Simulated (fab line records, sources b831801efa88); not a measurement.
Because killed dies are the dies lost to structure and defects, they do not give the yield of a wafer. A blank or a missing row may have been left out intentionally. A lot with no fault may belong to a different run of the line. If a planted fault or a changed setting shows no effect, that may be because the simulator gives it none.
One fault seen from 2 desks || flow gf180mcu || only its own numbers are on each desk; what lay behind them is given at the end

## TOOL OWNER'S DESK, pecvd-04
The tool's own readings at GF_V1_CVD_02 (deposits SiO2 from TEOS, target thk 850 nm, time 94.851 s): means of the sampled wafers that have a number, for each lot that ran on this tool. Any lot whose mean is over 4 standard deviations away from the usual mean is out of limits and marked OUT; that distance is given in the brackets.
Columns: A = heater_power_w at GF_V1_CVD_02, usual 724 W; B = run_length_s at GF_V1_CVD_02, usual 122.6 s
{"lot": "L709", "first seen here": "day 20 12:22", "A": 829, "B": 122.2}
{"lot": "L717", "first seen here": "day 22 22:19", "A": 797, "B": "129.0 (+15) OUT"}
{"lot": "L721", "first seen here": "day 24 10:30", "A": 775, "B": "129.2 (+15) OUT"}
This desk finds L717, L721 out of limits, L717 being first, at day 22 22:19 (run_length_s at GF_V1_CVD_02). Within limits: L709.

## AT THE METROLOGY DESK
Means of the sampled wafers that have a number, per lot and without regard to the tool the lot ran on: this is what the gauges read. Any lot whose mean is over 4 standard deviations away from the usual mean is out of limits and marked OUT; that distance is given in the brackets.
Columns: A = cd_nm at GF_M1_CD_MEAS_14, usual 230.0 nm; B = M1_OVL at GF_M1_OVL_MEAS_15, usual -2 nm; C = V1_CVD_00_THK at GF_V1_THK_MEAS_01, usual 600 nm; D = V1_CVD_02_THK at GF_V1_THK_MEAS_03, usual 848 nm; E = V1_BOW at GF_V1_BOW_MEAS_05, usual 82 um
{"lot": "L703", "first seen here": "day 17 21:01", "A": 230.5, "B": 2, "C": 600, "D": 859, "E": 86}
{"lot": "L709", "first seen here": "day 20 11:27", "A": 230.6, "B": -1, "C": 606, "D": 860, "E": 86}
{"lot": "L717", "first seen here": "day 22 21:22", "A": 231.2, "B": -16, "C": 608, "D": "913 (+5.9) OUT", "E": 74}
{"lot": "L721", "first seen here": "day 24 09:34", "A": 230.0, "B": 7, "C": 599, "D": "904 (+5.1) OUT", "E": 77}
{"lot": "L723", "first seen here": "day 24 21:05", "A": 228.8, "B": -4, "C": 601, "D": 841, "E": 77}
{"lot": "L724", "first seen here": "day 25 06:37", "A": 230.3, "B": -13, "C": 598, "D": 840, "E": 72}
Per this desk, out of limits: L717, L721; the first was L717, day 22 22:25 (V1_CVD_02_THK at GF_V1_THK_MEAS_03). Within limits: L703, L709, L723, L724.

## PUT TOGETHER
The tool owner's desk had the chance to raise an alarm at day 22 22:19 on L717, L721.
At day 22 22:25 the metrology desk could have sounded an alarm, on L717, L721.
All the named lots went through GF_V1_CVD_02 on pecvd-04.

## WHAT WAS PUT IN BY THE SIMULATOR
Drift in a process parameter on pecvd-04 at GF_V1_CVD_02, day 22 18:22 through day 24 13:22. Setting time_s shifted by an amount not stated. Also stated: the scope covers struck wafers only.
Lots struck among those shown: L717, L721.
Time in hours from fault onset to the first out-of-limits reading at each desk: tool owner's desk 4, metrology desk 4.
